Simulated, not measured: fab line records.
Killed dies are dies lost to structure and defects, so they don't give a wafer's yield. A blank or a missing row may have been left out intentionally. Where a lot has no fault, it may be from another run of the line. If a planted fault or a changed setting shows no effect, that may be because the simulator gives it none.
Chamber matching | flow gf180mcu | hdpcvd-02 running GF_V4_CVD_00: 3 sister chambers
The step deposits SiO2, target thk 600 nm, time 100 s. 6 wafers are shown with their chamber, then 9 later ones without.

WAFERS WITH THEIR CHAMBER
wafer  | chamber | run length s (s) | pressure mtorr (mTorr)
L651.3 | 0       | 128.4            | 5.998
L653.4 | 2       | 128.2            | 5.984
L653.6 | 1       | 127.4            | 6.003
L665.2 | 2       | 127.7            | 5.998
L665.3 | 0       | 127.9            | 6.002
L665.5 | 1       | 127.6            | 6.011

WAFERS WHOSE CHAMBER IS MISSING
wafer  | run length s (s) | pressure mtorr (mTorr)
L666.1 | 127.9            | 5.985
L666.3 | 128.0            | 5.992
L666.4 | 128.3            | 5.994
L668.2 | 127.6            | 6.007
L668.3 | 128.1            | 6.001
L668.5 | 127.6            | 6.000
L670.1 | 128.2            | 6.001
L670.2 | 127.8            | 5.992
L670.6 | 127.7            | 5.997

EACH ONE'S CHAMBER
wafer  | from the rows above          | in truth
L666.1 | can't be placed: 2 or 0      | 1
L666.3 | can't be placed: 2 or 0      | 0
L666.4 | can't be placed: 0 or 2      | 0
L668.2 | can't be placed: 1 or 0      | 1
L668.3 | can't be placed: 0 or 2 or 1 | 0
L668.5 | can't be placed: 1 or 2 or 0 | 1
L670.1 | can't be placed: 0 or 2      | 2
L670.2 | can't be placed: 2 or 0 or 1 | 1
L670.6 | can't be placed: 2 or 0 or 1 | 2
Correctly placed: 0 of 9. Not placeable from these rows: 9 (in 8, the candidates include the true chamber). 0 placed wrongly.
How it was worked out, from the rows above alone: a wafer's distance from a chamber is the root of the sum, over the readings, of the square of ((its reading less the chamber's mean) divided by the reading's scatter). If the next closest chamber is less than 2 further off than the closest, the wafer can't be placed; otherwise it belongs to the closest. For every chamber, the mean is computed from those of its wafers that are shown. How the scatter is found: for the shown wafers, subtract from each reading the mean of its chamber, square and add these, divide the total by (wafers less chambers), then take the root.
